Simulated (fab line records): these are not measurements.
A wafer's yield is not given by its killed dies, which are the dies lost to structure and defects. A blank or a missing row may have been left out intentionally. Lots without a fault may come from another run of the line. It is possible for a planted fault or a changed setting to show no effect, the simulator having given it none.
fab line records	flow sky130
record lots=5	wafers=15	lastDay=50
route steps=708 shown FIELD_ISO@27 NWELL@32 DNWELL@35 PWDE@45 PAD_OPEN@708
lots that met no fault: taken from a fault-free run of the same line
startH: the number of hours between the record's first day and the start of the first shown wafer of the lot	waitH: hours from the lot's prior step to this one	" same as the row above	L1.1+2: a row that stands for several wafers	- no value, or no start was given	* or withheld: withheld	< > ~ a bound
route shown NAME@n: a module of which the file shows steps, and the number in the route of the first	usual: mean/standard deviation of fault-free wafers	same: alike in all rows	chamber/n: place in a boat	sites: readings site by site	_std_site: their standard deviation	_edge_site: the outer-site mean with the inner-site mean subtracted	radiusMm: for every site, how far away it sits from the centre of the wafer	mask NAME#n: copy n	behind: the most recent tool/chamber to have shaped the wafer	hold: cause of the lot's hold/its duration in hours/its outcome	device: names the non-switching transistor (n, p or np)	end of line: the tests these same wafers got at the end of their route	step lacking rows: just its recipe	killed: count of dies lost to structure and defects at first sort (not the wafer's yield)	map: dies across one wafer; x = killed, . = not, _ = none there
set.NAME: the run value of the setting; set.NAME@STEP: its run value at that earlier step	model.NAME: the simulator's own value behind a step, which no gauge read
lots at selected steps of the route; one table per step, one row per wafer
services: a tool's chamber out of use, with start hour (startH, from the record's first day; less than 0 if before it), hours out, and reason
## steps
# step SKY_FIELD_ISO_ANNEAL_26
# recipe tempC=1000	timeS=1800	ambient=N2
# step SKY_FIELD_ISO_CMP_27
# recipe stopOn=Si3N4	tOverpolishS=16	downForcePsi=4	platenRpm=60	targetThkNm=457.8	padVelocityMS=0.94248
# usual motorCurrentA=13.7/1.1	overpolishRunS=15.999/0.009	timeToEndpointS=114/3.9
lot.wafer	tool	chamber	startH	waitH	motorCurrentA	overpolishRunS	timeToEndpointS
L348.1	cmp-01	2	53.04	0.1	14.0	15.999	118
L348.5	"	3	"	"	11.3	15.986	115
L348.6	"	0	"	"	12.2	16.010	118
L350.4	cmp-01	1	60.06	0.0	12.3	16.006	113
L350.2	"	0	"	"	11.7	15.989	119
L350.5	"	2	"	"	14.4	15.993	116
L352.3	cmp-02	3	70.30	0.1	14.8	16.004	120
L352.4	"	0	"	"	13.9	16.005	117
L352.6	"	2	"	"	14.2	15.999	118
L363.4	cmp-01	1	125.51	0.0	12.0	15.999	112
L363.2	"	0	"	"	12.2	16.002	113
L363.6	"	2	"	"	14.7	16.009	112
L365.3	cmp-02	3	140.77	0.1	15.0	16.003	116
L365.4	"	0	"	"	14.5	16.014	113
L365.2	"	1	"	"	13.6	15.996	117
# step SKY_FIELD_ISO_WET_ETCH_28
# recipe chemistry=dHF	targetDepthNm=23.7	target=SiO2	dilution=10:1	tempC=25	timeS=47
# step SKY_FIELD_ISO_WET_ETCH_29
# recipe chemistry=H3PO4	targetDepthNm=160	target=Si3N4	tempC=160	timeS=1825
# step SKY_FIELD_ISO_WET_ETCH_30
# recipe chemistry=dHF	targetDepthNm=25	target=SiO2	dilution=10:1	tempC=25	timeS=50
# step SKY_NWELL_CLEAN_00
# recipe chemistry=SC1/SC2	mix=1:4:20	tempC=70	timeS=150	dry=n2Spin
# step SKY_NWELL_OXIDATION_01
# recipe tempC=900	ambient=O2	stabiliseS=600	purgeS=300	targetThkA=100	oxTimeS=1418
# step SKY_NWELL_THK_MEAS_02
# recipe reads=SiO2_of_NWELL_OXIDATION_01
# usual NWELL_OXIDATION_THK=9.94/0.21
lot.wafer	tool	chamber	startH	waitH	NWELL_OXIDATION_THK[nm]
L348.1	filmMetro-03	-	55.85	0.0	10.01
L348.5	"	-	"	"	10.15
L348.6	"	-	"	"	10.11
L350.2	filmMetro-03	-	63.62	0.0	9.82
L350.4	"	-	"	"	9.79
L350.5	"	-	"	"	9.76
L352.3	filmMetro-02	-	73.42	0.0	9.77
L352.4	"	-	"	"	9.90
L352.6	"	-	"	"	10.06
L363.2	filmMetro-02	-	129.44	0.0	9.87
L363.4	"	-	"	"	9.91
L363.6	"	-	"	"	9.88
L365.2	filmMetro-04	-	143.63	0.0	9.73
L365.3	"	-	"	"	9.88
L365.4	"	-	"	"	9.91
# step SKY_DNWELL_DEHYDRATE_00
# recipe tempC=200	timeS=60
# step SKY_DNWELL_HMDS_01
# recipe primeTimeS=60	primeTempC=120
# step SKY_DNWELL_COAT_02
# recipe spinRpm=2000	resistThkNm=3000
# step SKY_DNWELL_SOFTBAKE_03
# recipe tempC=110	timeS=withheld
# step SKY_DNWELL_EXPOSE_04
# recipe maskId=DNM	na=0.57	targetCdNm=3000	doseMj=222
lot.wafer	tool	chamber	startH	waitH	mask
L348.1+5+6	ilineStepper-02	0	63.74	-	DNM#0
L350.2+4+5	ilineStepper-01	0	71.92	-	DNM#0
L352.3+4+6	ilineStepper-02	0	81.80	-	NWM#0
L363.2+4+6	ilineStepper-01	0	139.11	-	DNM#0
L365.2+3+4	ilineStepper-01	0	153.03	-	DNM#0
# step SKY_DNWELL_PEB_05
# recipe tempC=115	timeS=withheld
# step SKY_DNWELL_DEVELOP_06
# recipe wallAngleDeg=90	developer=TMAH	developTimeS=60	devTempC=23
# step SKY_DNWELL_IMPLANT_07
# recipe species=P	energyKev=withheld	doseCm2=withheld	tiltDeg=withheld
# step SKY_DNWELL_STRIP_08
# recipe chemistry=O2/N2	powerW=1400	pressureMtorr=1500	platenTempC=withheld	o2FlowSccm=3000	n2FlowSccm=300	overashFraction=0.5
# usual drypumpMotorCurrentA=6.1/0.58	oesProductAu=0.722/0.0041	stripTimeToEndpointS=36.90/0.083
# same overashFraction=0.5
lot.wafer	tool	chamber	startH	waitH	drypumpMotorCurrentA	oesProductAu	rfHoursCounterH	stripTimeToEndpointS
L348.1	plasmaAsher-04	0	72.04	0.1	6.5	0.722	36	36.80
L348.5	"	0	"	"	6.5	0.723	-	36.89
L348.6	"	1	"	"	6.4	0.717	-	37.00
L350.2	plasmaAsher-01	1	79.71	0.1	5.7	0.724	41	36.98
L350.4	"	0	"	"	5.9	0.725	-	36.86
L350.5	"	0	"	"	5.9	0.726	-	37.04
L352.3	plasmaAsher-02	1	90.58	0.1	4.9	0.722	-	36.78
L352.4	"	0	"	"	6.6	0.720	-	36.91
L352.6	"	1	"	"	4.8	0.724	-	36.87
L363.2	plasmaAsher-01	1	149.01	0.1	5.7	0.722	48	37.01
L363.4	"	0	"	"	5.9	0.721	-	36.90
L363.6	"	0	"	"	5.9	0.719	-	36.99
L365.2	plasmaAsher-04	0	162.49	0.1	6.4	0.726	44	36.95
L365.3	"	1	"	"	6.5	0.720	-	36.87
L365.4	"	0	"	"	6.4	0.723	-	36.89
# step SKY_DNWELL_TW_MEAS_09
# usual DNWELL_TW=1121/11
lot.wafer	tool	chamber	startH	waitH	DNWELL_TW
L348.1	filmMetro-02	-	72.14	0.1	1144
L348.5	"	-	"	"	1143
L348.6	"	-	"	"	1144
L350.2	filmMetro-02	-	79.82	0.1	1125
L350.4	"	-	"	"	1121
L350.5	"	-	"	"	1125
L352.3	filmMetro-02	-	90.66	0.1	30
L352.4	"	-	"	"	30
L352.6	"	-	"	"	30
L363.2	filmMetro-03	-	149.12	0.1	1115
L363.4	"	-	"	"	1124
L363.6	"	-	"	"	1121
L365.2	filmMetro-02	-	162.60	0.1	1135
L365.3	"	-	"	"	1134
L365.4	"	-	"	"	1130
# step SKY_PWDE_DEHYDRATE_00
# recipe tempC=200	timeS=60
# step SKY_PWDE_HMDS_01
# recipe primeTimeS=60	primeTempC=120
# step SKY_PWDE_COAT_02
# recipe spinRpm=2000	resistThkNm=3000
# step SKY_PWDE_SOFTBAKE_03
# recipe tempC=110	timeS=withheld
# step SKY_PWDE_EXPOSE_04
# recipe maskId=PWDEM	na=0.6	sourceShape=conventional	sigmaOuter=0.6	polarization=unpolarized	targetCdNm=840	doseMj=214
# step SKY_PWDE_PEB_05
# recipe tempC=115	timeS=withheld
# step SKY_PWDE_DEVELOP_06
# recipe wallAngleDeg=90	developer=TMAH	developTimeS=60	devTempC=23
# step SKY_PWDE_OVL_MEAS_07
# usual PWDE_OVL=-1.4/1.5
lot.wafer	tool	chamber	startH	waitH	PWDE_OVL[nm]
L348.1	overlay-02	-	88.82	-	-2.5
L348.5	"	-	"	"	-3.0
L348.6	"	-	"	"	-2.2
L350.2	overlay-01	-	96.78	-	-1.3
L350.4	"	-	"	"	-1.9
L350.5	"	-	"	"	-0.4
L352.3	overlay-01	-	107.39	-	-2.1
L352.4	"	-	"	"	-2.7
L352.6	"	-	"	"	-2.0
L363.2	overlay-01	-	168.71	-	-4.4
L363.4	"	-	"	"	-3.4
L363.6	"	-	"	"	-3.0
L365.2	overlay-02	-	183.36	-	-1.4
L365.3	"	-	"	"	-0.3
L365.4	"	-	"	"	-1.9
# step SKY_PWDE_IMPLANT_08
# recipe species=B	energyKev=150	doseCm2=3.6e+12	tiltDeg=withheld
# step SKY_PWDE_STRIP_09
# recipe chemistry=O2/N2	powerW=1400	pressureMtorr=1500	platenTempC=withheld	o2FlowSccm=3000	n2FlowSccm=300	overashFraction=0.5
# usual drypumpMotorCurrentA=5.8/0.57	oesProductAu=0.723/0.0044	stripTimeToEndpointS=36.89/0.11
# same overashFraction=0.5
lot.wafer	tool	chamber	startH	waitH	drypumpMotorCurrentA	oesProductAu	rfHoursCounterH	stripTimeToEndpointS
L348.1	plasmaAsher-03	0	89.01	0.1	6.1	0.732	28	36.83
L348.5	"	0	"	"	6.1	0.725	-	36.74
L348.6	"	1	"	"	6.3	0.716	-	36.80
L350.2	plasmaAsher-02	1	96.96	0.1	4.9	0.723	41	36.77
L350.4	"	1	"	"	4.9	0.726	-	36.94
L350.5	"	1	"	"	4.9	0.721	-	36.77
L352.3	plasmaAsher-03	1	107.59	0.1	6.3	0.723	-	36.91
L352.4	"	0	"	"	6.1	0.722	-	36.92
L352.6	"	1	"	"	6.3	0.729	-	36.86
L363.2	plasmaAsher-01	0	168.89	0.1	5.9	0.725	50	37.18
L363.4	"	0	"	"	5.9	0.726	-	37.17
L363.6	"	1	"	"	5.7	0.719	-	37.08
L365.2	plasmaAsher-02	1	183.54	0.1	4.9	0.720	6	37.02
L365.3	"	1	"	"	4.9	0.726	-	37.02
L365.4	"	0	"	"	6.5	0.721	-	37.00
# step SKY_PWDE_TW_MEAS_10
# usual PWDE_TW=376/3.3
lot.wafer	tool	chamber	startH	waitH	PWDE_TW
L348.1	filmMetro-04	-	89.11	0.1	372
L348.5	"	-	"	"	374
L348.6	"	-	"	"	371
L350.2	filmMetro-04	-	97.07	0.1	375
L350.4	"	-	"	"	378
L350.5	"	-	"	"	376
L352.3	filmMetro-04	-	107.68	0.1	373
L352.4	"	-	"	"	376
L352.6	"	-	"	"	373
L363.2	filmMetro-02	-	169.00	0.1	378
L363.4	"	-	"	"	379
L363.6	"	-	"	"	380
L365.2	filmMetro-02	-	183.65	0.1	380
L365.3	"	-	"	"	381
L365.4	"	-	"	"	378
# step SKY_NWELL_DEHYDRATE_03
# recipe tempC=200	timeS=60
# step SKY_NWELL_HMDS_04
# recipe primeTimeS=60	primeTempC=120
# step SKY_NWELL_COAT_05
# recipe spinRpm=2000	resistThkNm=3000
# step SKY_NWELL_SOFTBAKE_06
# recipe tempC=110	timeS=withheld
# step SKY_NWELL_EXPOSE_07
# recipe maskId=NWM	na=0.6	sourceShape=conventional	sigmaOuter=0.6	polarization=unpolarized	targetCdNm=840	doseMj=255
# step SKY_NWELL_PEB_08
# recipe tempC=115	timeS=withheld
# step SKY_NWELL_DEVELOP_09
# recipe wallAngleDeg=90	developer=TMAH	developTimeS=60	devTempC=23
# step SKY_NWELL_OVL_MEAS_10
# usual NWELL_00_OVL=0.3/1.2
lot.wafer	tool	chamber	startH	waitH	NWELL_00_OVL[nm]
L348.1	overlay-02	-	106.36	-	-0.9
L348.5	"	-	"	"	0.6
L348.6	"	-	"	"	0.6
L350.2	overlay-02	-	113.56	-	1.8
L350.4	"	-	"	"	0.5
L350.5	"	-	"	"	0.4
L352.3	overlay-01	-	124.76	-	-2.3
L352.4	"	-	"	"	-1.7
L352.6	"	-	"	"	1.8
L363.2	overlay-02	-	189.88	-	2.2
L363.4	"	-	"	"	-0.8
L363.6	"	-	"	"	-0.1
L365.2	overlay-02	-	205.15	-	1.7
L365.3	"	-	"	"	3.2
L365.4	"	-	"	"	-0.1
# step SKY_NWELL_IMPLANT_11
# recipe species=P	energyKev=400	doseCm2=1.9e+13	tiltDeg=withheld
# step SKY_NWELL_IMPLANT_12
# recipe species=P	energyKev=120	doseCm2=1.3e+12	tiltDeg=withheld
# step SKY_NWELL_IMPLANT_13
# recipe species=P	energyKev=50	doseCm2=7e+11	tiltDeg=withheld
# step SKY_NWELL_STRIP_14
# recipe chemistry=O2/N2	powerW=1400	pressureMtorr=1500	platenTempC=withheld	o2FlowSccm=3000	n2FlowSccm=300	overashFraction=0.5
# usual drypumpMotorCurrentA=6.0/0.62	oesProductAu=0.722/0.0044	stripTimeToEndpointS=36.89/0.089
# same overashFraction=0.5
lot.wafer	tool	chamber	startH	waitH	drypumpMotorCurrentA	oesProductAu	rfHoursCounterH	stripTimeToEndpointS
L348.1	plasmaAsher-02	0	106.84	0.1	6.6	0.723	43	36.89
L348.5	"	0	"	"	6.6	0.716	-	36.90
L348.6	"	1	"	"	4.9	0.722	-	36.89
L350.2	plasmaAsher-03	1	114.04	0.1	6.3	0.720	32	36.72
L350.4	"	1	"	"	6.3	0.724	-	36.69
L350.5	"	0	"	"	6.1	0.726	-	36.81
L352.3	plasmaAsher-02	0	125.26	0.1	6.5	0.728	-	36.97
L352.4	"	1	"	"	4.9	0.719	-	36.95
L352.6	"	1	"	"	4.8	0.722	-	36.97
L363.2	plasmaAsher-02	1	190.36	0.1	4.9	0.720	6	37.10
L363.4	"	1	"	"	4.9	0.718	-	37.13
L363.6	"	1	"	"	4.9	0.726	-	37.11
L365.2	plasmaAsher-02	0	205.63	0.1	6.5	0.725	8	36.86
L365.3	"	1	"	"	4.9	0.720	-	36.89
L365.4	"	0	"	"	6.5	0.723	-	36.89
# step SKY_NWELL_TW_MEAS_15
# usual NWELL_TW=1826/14
lot.wafer	tool	chamber	startH	waitH	NWELL_TW
L348.1	filmMetro-04	-	106.94	0.1	1808
L348.5	"	-	"	"	1820
L348.6	"	-	"	"	1810
L350.2	filmMetro-03	-	114.15	0.1	1825
L350.4	"	-	"	"	1826
L350.5	"	-	"	"	1825
L352.3	filmMetro-02	-	125.35	0.1	1981
L352.4	"	-	"	"	1968
L352.6	"	-	"	"	1970
L363.2	filmMetro-03	-	190.47	0.1	1823
L363.4	"	-	"	"	1827
L363.6	"	-	"	"	1812
L365.2	filmMetro-03	-	205.74	0.1	1816
L365.3	"	-	"	"	1811
L365.4	"	-	"	"	1817
# step SKY_PAD_OPEN_PROBE_99
# usual killed_at_M0_to_M3=43/7.6	killed_at_M4_up=2.9/1.7	killedAtContacts=24/5.5	killedAtFrontEnd=15/4.2	killedAtOther=0.3/0.52	killedDies=86/9.4	killedOnRim=17/4	killedOpen=47/7	killedShort=39/6.4
# same grossDies=492	killedAtBackSide=0
lot.wafer	tool	chamber	startH	waitH	killed_at_M0_to_M3	killed_at_M4_up	killedAtContacts	killedAtFrontEnd	killedAtOther	killedDies	killedOnRim	killedOpen	killedShort
L348.1	prober-02	-	1097.95	0.1	46	4	23	18	0	91	16	54	37
L348.5	prober-02	-	1098.15	0.2	37	3	26	13	0	79	24	42	37
L348.6	prober-02	-	1098.20	0.2	45	3	25	11	0	84	14	42	42
L350.2	prober-01	-	1108.70	0.1	44	0	29	25	0	98	24	49	48
L350.4	prober-01	-	1108.80	0.2	53	1	20	21	0	95	20	57	38
L350.5	prober-01	-	1108.85	0.2	45	1	24	23	0	93	26	45	48
L352.3	prober-01	-	1121.08	0.2	46	4	16	425	1	492	96	39	44
L352.4	prober-01	-	1121.13	0.2	50	0	15	427	0	492	96	49	27
L352.6	prober-01	-	1121.23	0.2	35	4	20	433	0	492	96	32	35
L365.2	prober-02	-	1190.18	0.1	34	4	19	19	0	76	10	40	36
L365.3	prober-02	-	1190.23	0.2	39	2	26	10	0	77	14	43	34
L365.4	prober-02	-	1190.28	0.2	49	2	23	20	0	94	20	46	48
# killed by level:class
L348.1 CONTACT:geometricParticle:open=11 VIA3:geometricParticle:open=10 VIA2:geometricParticle:open=8 POLY_GATE:geometricParticle:open=6 VIA1:geometricParticle:short=6 CONTACT:geometricParticle:short=5 VIA1:geometricParticle:open=5 VIA3:geometricParticle:short=5
L348.5 LI_CONTACT:geometricParticle:open=11 VIA1:geometricParticle:open=8 CONTACT:geometricParticle:open=6 METAL1:geometricParticle:short=6 VIA3:geometricParticle:open=5 LOCAL_INTERCONNECT:geometricParticle:short=4 METAL2:geometricParticle:short=4 VIA1:geometricParticle:short=4
L348.6 CONTACT:geometricParticle:open=12 VIA1:geometricParticle:open=10 METAL2:geometricParticle:short=7 VIA2:geometricParticle:short=7 POLY_GATE:geometricParticle:short=6 LI_CONTACT:geometricParticle:open=6 VIA1:geometricParticle:short=4 METAL2:geometricParticle:open=4
L350.2 CONTACT:geometricParticle:open=11 METAL1:geometricParticle:short=11 VIA1:geometricParticle:open=9 FIELD_ISO:geometricParticle:open=7 LI_CONTACT:geometricParticle:open=7 FIELD_ISO:geometricParticle:short=6 METAL3:geometricParticle:short=6 LOCAL_INTERCONNECT:geometricParticle:short=5
L350.4 VIA1:geometricParticle:open=9 VIA2:geometricParticle:open=9 VIA3:geometricParticle:open=7 POLY_GATE:geometricParticle:short=7 LI_CONTACT:geometricParticle:open=7 POLY_GATE:geometricParticle:open=6 CONTACT:geometricParticle:open=6 METAL2:geometricParticle:short=6
L350.5 VIA1:geometricParticle:open=8 FIELD_ISO:geometricParticle:open=7 CONTACT:geometricParticle:short=6 CONTACT:geometricParticle:open=6 VIA1:geometricParticle:short=6 LOCAL_INTERCONNECT:geometricParticle:short=5 VIA2:geometricParticle:open=5 METAL3:geometricParticle:short=5
L352.3 DNWELL:areaExpose=408 VIA3:geometricParticle:open=9 VIA1:geometricParticle:open=8 CONTACT:geometricParticle:short=6 METAL1:geometricParticle:short=6 VIA1:geometricParticle:short=6 VIA2:geometricParticle:open=6 FIELD_ISO:geometricParticle:short=5
L352.4 DNWELL:areaExpose=416 VIA1:geometricParticle:open=17 VIA3:geometricParticle:open=8 VIA2:geometricParticle:open=7 METAL3:geometricParticle:short=5 LI_CONTACT:geometricParticle:open=4 CONTACT:geometricParticle:short=4 CONTACT:geometricParticle:open=4
L352.6 DNWELL:areaExpose=425 CONTACT:geometricParticle:open=9 METAL1:geometricParticle:short=6 METAL2:geometricParticle:short=6 VIA1:geometricParticle:open=6 CONTACT:geometricParticle:short=5 FIELD_ISO:geometricParticle:short=3 LI_CONTACT:geometricParticle:open=3
L365.2 VIA1:geometricParticle:open=8 POLY_GATE:geometricParticle:short=7 LI_CONTACT:geometricParticle:open=7 VIA2:geometricParticle:open=7 VIA3:geometricParticle:open=6 FIELD_ISO:geometricParticle:open=4 METAL1:geometricParticle:short=4 VIA1:geometricParticle:short=4
L365.3 CONTACT:geometricParticle:open=13 VIA1:geometricParticle:open=10 METAL2:geometricParticle:short=8 METAL1:geometricParticle:short=6 VIA3:geometricParticle:open=5 FIELD_ISO:geometricParticle:short=4 VIA2:geometricParticle:open=4 LI_CONTACT:geometricParticle:open=3
L365.4 VIA3:geometricParticle:open=9 VIA1:geometricParticle:open=8 LOCAL_INTERCONNECT:geometricParticle:short=6 CONTACT:geometricParticle:short=6 VIA3:geometricParticle:short=6 CONTACT:geometricParticle:open=6 VIA1:geometricParticle:short=6 FIELD_ISO:geometricParticle:open=5
# map L352.3 (x killed, . not)
__________xxxxxxxxxx_________
________xxxxxxxxxxxxxx_______
______xxxxxxxxxxxxxxxxxx_____
_____xxxxxxxxxxxxxxxxxxxx____
____xxxxxxxxxxxxxxxxxxxxxx___
___xxxxxxxxxxxxxxxxxxxxxxxx__
__xxxxxxxxxxxxxxxxxxxxxxxxxx_
_xxxxxxxxxxxxxxxxxxxxxxxxxxxx
_xxxxxxxxxxxxxxxxxxxxxxxxxxxx
_xxxxxxxxxxxxxxxxxxxxxxxxxxxx
_xxxxxxxxxxxxxxxxxxxxxxxxxxxx
_xxxxxxxxxxxxxxxxxxxxxxxxxxxx
_xxxxxxxxxxxxxxxxxxxxxxxxxxxx
_xxxxxxxxxxxxxxxxxxxxxxxxxxxx
_xxxxxxxxxxxxxxxxxxxxxxxxxxxx
__xxxxxxxxxxxxxxxxxxxxxxxxxx_
___xxxxxxxxxxxxxxxxxxxxxxxx__
____xxxxxxxxxxxxxxxxxxxxxx___
_____xxxxxxxxxxxxxxxxxxxx____
______xxxxxxxxxxxxxxxxxx_____
________xxxxxxxxxxxxxx_______
__________xxxxxxxxxx_________
# map L348.1 (x killed, . not)
__________....x..x.._________
________...........x.._______
______.....x.xx........._____
_____.....x....x...x.....____
____......x.......x...x...___
___..........xxx.x.......xx__
__..xx...xx...xx.x...x......_
_.......x.............xx.....
_...x............x...x....x.x
_..xx..........x.....x..x....
_.x...x............xx........
_....x...x.x.....x....x...x..
_........x...........x.....x.
_.x.....xx.xx.......x...x....
_.....x...x.............xx...
__.....x...xx..x.........x.x_
___........x.......xx.x..x.__
____x..x..................___
_____..x.....x.xx........____
______.x..xx............_____
________xx...x.x.....x_______
__________.x......xx_________
## services
tool	chamber	startH	hours	kind
plasmaAsher-01	-	47.77	4.6	repair
ilineStepper-02	-	49.19	5.0	repair
cmp-02	-	64.00	4.0	pm
cmp-02	-	68.00	-	consumableReplace:conditioner
cmp-01	-	90.54	2.1	repair
plasmaAsher-04	-	93.58	14.6	pm
plasmaAsher-01	-	95.47	3.2	repair
plasmaAsher-02	-	108.75	9.0	pm
plasmaAsher-02	0	108.75	9.0	ventCycle
plasmaAsher-02	1	108.75	9.0	ventCycle
plasmaAsher-02	0	117.75	-	clean
plasmaAsher-02	1	117.75	-	clean
ilineStepper-01	-	140.64	1.7	pm
cmp-01	-	143.17	5.9	repair
cmp-01	-	143.65	1.0	repair
plasmaAsher-02	-	146.40	5.3	repair
ilineStepper-02	-	162.57	1.7	pm
ilineStepper-01	0	162.94	-	calibration
ilineStepper-01	-	164.24	2.1	pm
ilineStepper-01	-	166.32	-	consumableReplace:lamp
cmp-01	-	174.49	5.3	pm
cmp-01	-	191.03	6.1	repair
cmp-02	-	195.62	2.6	repair
plasmaAsher-04	-	202.63	2.8	pm
## key
firstSign step=SKY_DNWELL_EXPOSE_04	reading=mask	direction=changed
effect step=SKY_DNWELL_TW_MEAS_09	reading=DNWELL_TW	direction=down	sigmas=98	usual=1121	struck=30
effect step=SKY_NWELL_TW_MEAS_15	reading=NWELL_TW	direction=up	sigmas=11	usual=1826	struck=1973
effect step=SKY_PAD_OPEN_PROBE_99	reading=killedAtFrontEnd	direction=up	sigmas=98	usual=15	struck=428
moreKillsBornAt SKY_DNWELL_EXPOSE_04@ilineStepper-02=1249
metAt SKY_DNWELL_EXPOSE_04
struckWafers L352.3,L352.4,L352.6
testerLeftOut L352
onsetBetween 63.74 81.80
fault kind=wrongMask	tool=any	chamber=-	onsetH=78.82	steps=SKY_DNWELL_EXPOSE_04	auxCopy=NWM#0	scope=struckLotsOnly
# testerLeftOut: of these lots the tester's yield and bins aren't shown, on N5 and GAA mostly nor the transistor test; their killed dies are dies lost to structure and defects alone, not to doping, threshold or leakage, so they don't give the yield
